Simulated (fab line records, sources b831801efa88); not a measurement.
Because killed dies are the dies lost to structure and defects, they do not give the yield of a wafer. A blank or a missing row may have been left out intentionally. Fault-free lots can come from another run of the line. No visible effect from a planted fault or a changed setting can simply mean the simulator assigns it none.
Problem report, 8D (eight disciplines) form, completed by code | flow gf180mcu | the parts of the form that need people (team, actions taken, sign-off) are left out

== 1. WHAT IS WRONG ==
Wafers without a fault read 260.2 nm, standard deviation 1.4; cd-nm at GF_V5_CD_MEAS_14 reads a mean of 271.0 nm on 11 wafers belonging to 4 lots. That puts it +7.7 standard deviations away from the usual mean.
The step: target cd 260 nm.
The first sign was on wafer L687.1 at day 31 09:58, on cd-sem-01. The record holds 35 wafers of 12 lots with a number at this step. By rule, "out" or "out of limits" means more than 4 standard deviations away from the usual mean. The rest of the wafers with a number are treated as sound.

== 2. WHAT IT IS AND WHAT IT IS NOT ==
question                    | is                     | is not
which readings at this step | cd-nm                  | -
which lots                  | L687, L688, L689, L690 | L673, L676, L678, L679, L682, L683, L684, L685
which wafers of those lots  | all that have a number | -
read on which gauges        | cd-sem-01, cd-sem-02   | -
when                        | from day 31 09:58      | up to then (24 sound wafers)

== 3. SUSPECTS, AND WHAT RULES EACH OUT ==
Counting: a tool at any process step up to the reading remains a suspect when it ran all the lots that are out and ran no sound lot after the first of those.
- the gauge at GF_V5_CD_MEAS_14 has been ruled out. Those wafers that are out were read across 2 gauges (cd-sem-01, cd-sem-02).
- krf-scanner-02 at GF_V5_EXPOSE_11 (exposes mask Via5, target cd 260 nm): kept. It ran every lot that is out, first L687 (day 31 01:19), and no sound lot after that; its last sound lot up to then is L685 (day 30 14:28). On those wafers its own readings are out: exposure-dose-mJ-cm2.
The count leaves krf-scanner-02 at GF_V5_EXPOSE_11.

== 4. THE CAUSE (what the simulator had put in) ==
Process parameter drift: krf-scanner-02, from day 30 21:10 on, at GF_V5_EXPOSE_11. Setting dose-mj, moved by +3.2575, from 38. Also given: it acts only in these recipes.
After counting, this tool was the only one left.

== 5. THE EFFECT CHAIN, in route order ==
One row per reading whose mean, taken over the struck wafers that have a number, lies over 3 standard deviations from the usual. Scope: only readings with a usual standard deviation given in the record; hours: median across lots of the time from each lot's start at the first step in this table that gives one to its start at this step; sigmas: change in usual standard deviations.
hours | step             | reading              | usual    | on struck wafers | change | sigmas
0     | GF_V5_EXPOSE_11  | exposure-dose-mJ-cm2 | 37.94    | 40.58            | +2.64  | +71
9     | GF_V5_CD_MEAS_14 | cd-nm                | 260.2 nm | 271.0            | +10.8  | +7.7
Process steps it contains:
- GF_V5_EXPOSE_11: exposes mask Via5, target cd 260 nm.

== 6. HOW IT WOULD HAVE BEEN CAUGHT EARLIER ==
13 hours passed between the start of the fault at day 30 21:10 and the first reading out of limits at a measuring or inspecting step in this record, taken at day 31 09:58.
At GF_V5_EXPOSE_11, the tool's own readings (exposure-dose-mJ-cm2) were out on each struck wafer the step has a row for, so an alarm limit on them would have fired on the first such wafer.
L689, L690, from the lots that are out (4), started GF_V5_EXPOSE_11 on krf-scanner-02 later than day 31 09:58. A hold on the tool at that time would have spared those 2.
